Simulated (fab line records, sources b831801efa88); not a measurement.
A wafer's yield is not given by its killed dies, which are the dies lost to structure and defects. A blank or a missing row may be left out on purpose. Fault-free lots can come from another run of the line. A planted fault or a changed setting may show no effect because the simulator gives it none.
Struck lot and sound lot, side by side	flow sfq_line	14 steps out of a route of 325
Sound: wafers L849.1, L849.2, L849.3. Struck: wafers L853.1, L853.2, L853.5. At the end, the cause is stated.
Per side, at each step with rows, come the tool, then ch with its chambers, and then its first start. Under that, the readings that differ: sound wafers	struck wafers	difference of the means	sigmas: that difference in standard deviations of wafers without a fault.
alike: readings whose means differ by less than 2 such deviations, and words and numbers that are the same on both sides. not compared: withheld readings, readings that some wafer has no value for, bounds like >300 that may hide the same value, and numbers for which the record gives no deviation and whose values overlap.
Wherever a step has rows on one side only, a row that says differs or no value, or a row with sigmas, the two part there. When numbers do not overlap yet have no deviation, they are printed without sigmas and do not part them. A reading that every wafer of one side lacks parts them only if that side has two wafers or more.

first, 1 step without rows for these wafers: SFQ_TRILAYER_M6_STRIP_SOLV_CLEAN_164 (cleans in NMP, time 600 s).
SFQ_TRILAYER_I6_DEP_PECVD_165: deposits SiO2 from SiH4/N2O, time 111.11 s, target thk 500 nm.
  sound on pecvd-04 ch 0,1,2, day 72 14:58; struck on pecvd-04 ch 0,2, day 73 06:34
  alike: heater_power_w, showerhead_vpp_V, throttle_valve_pct
SFQ_TRILAYER_I6_CMP_CMP_166: polishes SiO2.
  sound on cmp-02 ch 0,2,3, day 72 15:02; struck on cmp-01 ch 0,1, day 73 06:38
  alike: edge_zone_pressure_frac, motor_current_A, platen_rpm, time_to_endpoint_s
SFQ_I6_BOW_MEAS_941:
  struck on film_metro-02, day 73 09:38; sound on film_metro-01, day 72 18:02
  alike: I6_BOW
SFQ_TRILAYER_I6_METRO_MEASURE_167:
  struck on film_metro-02, day 73 09:46; sound on film_metro-01, day 72 18:10
  alike: thk_nm
then, 6 steps without rows for these wafers: SFQ_TRILAYER_I6_VIA_LITHO_COAT_174 (resist thk 62 nm); SFQ_TRILAYER_I6_VIA_LITHO_COAT_169 (resist thk 650 nm); SFQ_TRILAYER_I6_VIA_LITHO_SOFTBAKE_173; SFQ_TRILAYER_I6_VIA_LITHO_EXPOSE_170 (exposes mask I6, target cd 700 nm); SFQ_TRILAYER_I6_VIA_LITHO_PEB_172 (peb time 60 s); SFQ_TRILAYER_I6_VIA_LITHO_DEVELOP_171 (time 60 s).
-- the record jumps here: 5 days lie between the struck wafers' starts before and after --
SFQ_I6_OVL_MEAS_942:
  struck on overlay-02, day 77 23:23; sound on overlay-02, day 77 04:52
  alike: I6_OVL
SFQ_TRILAYER_I6_VIA_BARC_OPEN_VIA_ETCH_235: etches BARC in O2, target depth 125 nm, time 41.7 s.
  sound on rie_diel-01 ch 0,2,3, day 77 04:54; struck on rie_diel-01 ch 1,2,3, day 77 23:26
reading	sound	struck	difference	sigmas
bias_w (W)	79.97 79.67 79.91	68.77 68.58 68.98	-11.07	-46
  alike: drypump_motor_current_A, oes_product_au
  not compared: rf_hours_counter_h
SFQ_TRILAYER_I6_VIA_ETCH_VIA_ETCH_172: etches SiO2 in CHF3, stops on Nb, target depth 260 nm.
  sound on rie_diel-01 ch 0,2,3, day 77 04:56; struck on rie_diel-01 ch 1,2,3, day 77 23:28
  alike: bias_w, drypump_motor_current_A, oes_product_au

== WHERE THEY PART ==
SFQ_TRILAYER_I6_VIA_BARC_OPEN_VIA_ETCH_235 only, going by this record. Later steps at which nothing parts them and some readings are alike: SFQ_TRILAYER_I6_VIA_ETCH_VIA_ETCH_172.

WHY: whatever the simulator had introduced
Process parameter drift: rie_diel-01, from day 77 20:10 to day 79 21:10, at SFQ_TRILAYER_I6_VIA_BARC_OPEN_VIA_ETCH_235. Setting bias_w, moved by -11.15, from 80. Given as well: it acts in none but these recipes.
